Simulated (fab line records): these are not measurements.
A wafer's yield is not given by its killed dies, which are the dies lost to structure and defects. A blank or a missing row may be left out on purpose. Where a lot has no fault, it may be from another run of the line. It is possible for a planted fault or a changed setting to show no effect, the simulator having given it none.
Struck lot and sound lot, side by side -- flow sky130 -- 20 out of 708 route steps
Sound: these wafers, L234.2, L234.4, L234.6. Struck: wafer L244.1 (L244.4, L244.5, from the same lot, were not struck and are left out); the cause is given at the end.
At each step with rows: each side's tool, then ch and its chambers, then its first start. Under that, the readings that differ: sound wafers -- struck wafers -- difference of the means -- sigmas: that difference in standard deviations of wafers without a fault.
alike: a reading whose means differ by less than 2 such deviations, as well as words and numbers matching on both sides. not compared: withheld readings; readings where some wafer has no value; bounds like >300 that might hide an equal value; numbers whose values overlap and for which the record gives no deviation.
Wherever a step has rows on one side only, a row that says differs or no value, or a row with sigmas, the two part there. Numbers that don't overlap but have no deviation are shown without sigmas and don't part them. Lack of a reading on every wafer of one side parts them only where that side has two or more wafers.

first, 1 step without rows for these wafers: SKY_SONOS_ONO_WET_ETCH_16 (etches SiO2 in dHF, target depth 14 nm, time 280 s).
SKY_SONOS_ONO_STRIP_17: strips in O2/N2.
  sound on plasmaAsher-04 ch 0, day 14 00:55; struck on plasmaAsher-03 ch 1, day 17 03:22
  alike: drypumpMotorCurrentA, n2FlowSccm, oesProductAu, stripTimeToEndpointS
  not compared: rfHoursCounterH
then, 3 steps without rows for these wafers: SKY_SONOS_ONO_WET_ETCH_18 (etches Si3N4 in H3PO4, target depth 15 nm, time 172 s); SKY_GATE_OXIDE_CLEAN_00 (cleans in SC1/SC2, time 150 s); SKY_GATE_OXIDE_OXIDATION_01 (stabilise 600 s, purge 300 s, target thk 10.268 nm).
SKY_GATE_OXIDE_THK_MEAS_02:
  sound on filmMetro-04, day 14 03:23; struck on filmMetro-04, day 17 06:20
  alike: GATE_OXIDE_OXIDATION_00_THK
then, 6 steps without rows for these wafers: SKY_GATE_OXIDE_DEHYDRATE_03 (time 60 s); SKY_GATE_OXIDE_HMDS_04 (prime time 60 s); SKY_GATE_OXIDE_COAT_05 (resist thk 1140 nm); SKY_GATE_OXIDE_SOFTBAKE_06 (time 60 s); SKY_GATE_OXIDE_EXPOSE_07 (exposes mask LVOM, target cd 600 nm); SKY_GATE_OXIDE_PEB_08.
SKY_GATE_OXIDE_DEVELOP_09: develop time 60 s.
  sound on lithoTrack-04 ch 0, day 15 06:13; struck on lithoTrack-04 ch 0, day 18 11:59
SKY_GATE_OXIDE_OVL_MEAS_10:
  sound on overlay-02, day 15 06:20; struck on overlay-01, day 18 12:08
  alike: GATE_OXIDE_OVL
then, 2 steps without rows for these wafers: SKY_GATE_OXIDE_IMPLANT_11; SKY_GATE_OXIDE_WET_ETCH_12 (etches SiO2 in dHF, target depth 16.8 nm, time 336 s).
SKY_GATE_OXIDE_STRIP_13: strips in O2/N2.
  sound on plasmaAsher-02 ch 1, day 15 06:38; struck on plasmaAsher-02 ch 1, day 18 12:26
reading,sound,struck,difference,sigmas
n2FlowSccm (sccm),299.6 298.9 299.4,301.1,+1.8,+2
  alike: drypumpMotorCurrentA, oesProductAu, stripTimeToEndpointS
  not compared: rfHoursCounterH
SKY_GATE_OXIDE_TW_MEAS_14:
  sound on filmMetro-04, day 15 06:44; struck on filmMetro-03, day 18 12:32
reading,sound,struck,difference,sigmas
GATE_OXIDE_TW,224.8 224.8 224.3,30.4,-194.2,-99 or more
then, 1 step without rows for these wafers: SKY_GATE_OXIDE_CLEAN_15 (cleans in SC1/SC2, time 150 s).
-- here the record skips 30 days between the struck wafers' starts before and after, leaving off in module GATE_OXIDE and picking up in module PAD_OPEN (first step shown: number 708 of the route) --
SKY_PAD_OPEN_PROBE_99:
  record: rows for the struck wafers here (prober-02, day 48 23:37), none for the sound ones

WHERE THEY PART
Earliest at SKY_GATE_OXIDE_STRIP_13; latest, in this record, at SKY_PAD_OPEN_PROBE_99.

WHY: what had been put in by the simulator
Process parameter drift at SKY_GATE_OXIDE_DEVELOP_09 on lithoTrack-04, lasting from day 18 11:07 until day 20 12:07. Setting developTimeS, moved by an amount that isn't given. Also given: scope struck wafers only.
